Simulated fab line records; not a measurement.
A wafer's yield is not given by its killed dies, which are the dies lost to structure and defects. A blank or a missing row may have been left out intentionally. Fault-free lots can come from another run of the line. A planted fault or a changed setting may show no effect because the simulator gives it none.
Matching of chambers | flow gf180mcu | 4 sister chambers for GF_SAB_ETCH_11 on rie-diel-02
The step etches SiO2 in C4F8/O2/Ar, target depth 55 nm, time 8.5 s. 18 wafers are shown with their chamber, then 9 later ones without.

== WAFERS PAIRED WITH THEIR CHAMBERS ==
wafer  | chamber | oes-product-au (a.u.)
L075.2 | 0       | 0.998
L075.3 | 3       | 0.985
L075.6 | 0       | 1.001
L078.2 | 0       | 0.998
L078.3 | 2       | 0.983
L078.6 | 0       | 0.992
L079.4 | 0       | 0.993
L079.5 | 0       | 0.992
L079.6 | 1       | 1.010
L082.1 | 2       | 0.994
L082.2 | 3       | 0.993
L082.6 | 3       | 0.987
L084.4 | 1       | 1.014
L084.5 | 3       | 1.001
L084.6 | 2       | 1.012
L085.1 | 1       | 1.004
L085.4 | 1       | 1.006
L085.5 | 3       | 1.008

SIGNATURES (averages over the wafers above)
reading        | chamber 0 | chamber 1 | chamber 2 | chamber 3 | scatter within a chamber
oes-product-au | 0.99567   | 1.00850   | 0.99633   | 0.99480   | 0.00817
Rule: a wafer lies at a distance from a chamber equal to the root of the sum of squares, over the readings, of (its reading less the chamber's mean, divided by the reading's scatter). If the next closest chamber is less than 2 further off than the closest, the wafer can't be placed; otherwise it belongs to the closest. The scatter: take each reading less its chamber's mean, square it, sum over the shown wafers, divide by the number of wafers less the number of chambers, and take the root.

== WAFERS MISSING THEIR CHAMBER ==
wafer  | oes-product-au (a.u.)
L087.1 | 1.007
L087.3 | 0.985
L087.5 | 0.990
L088.2 | 1.003
L088.4 | 0.982
L088.5 | 0.979
L096.4 | 0.998
L096.5 | 1.004
L096.6 | 1.005

== THE CHAMBER EACH PASSED THROUGH ==
wafer  | from the rows above               | in truth
L087.1 | can't be placed: 1 or 2 or 0 or 3 | 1
L087.3 | can't be placed: 3 or 0 or 2 or 1 | 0
L087.5 | can't be placed: 3 or 0 or 2 or 1 | 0
L088.2 | can't be placed: 1 or 2 or 0 or 3 | 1
L088.4 | can't be placed: 3 or 0 or 2 or 1 | 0
L088.5 | can't be placed: 3 or 0 or 2 or 1 | 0
L096.4 | can't be placed: 2 or 0 or 3 or 1 | 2
L096.5 | can't be placed: 1 or 2 or 0 or 3 | 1
L096.6 | can't be placed: 1 or 2 or 0 or 3 | 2
Correct placement for 0 of the 9. Cannot be placed on the basis of these rows: 9; the candidates contain the true chamber in 9. Wrongly placed: 0.
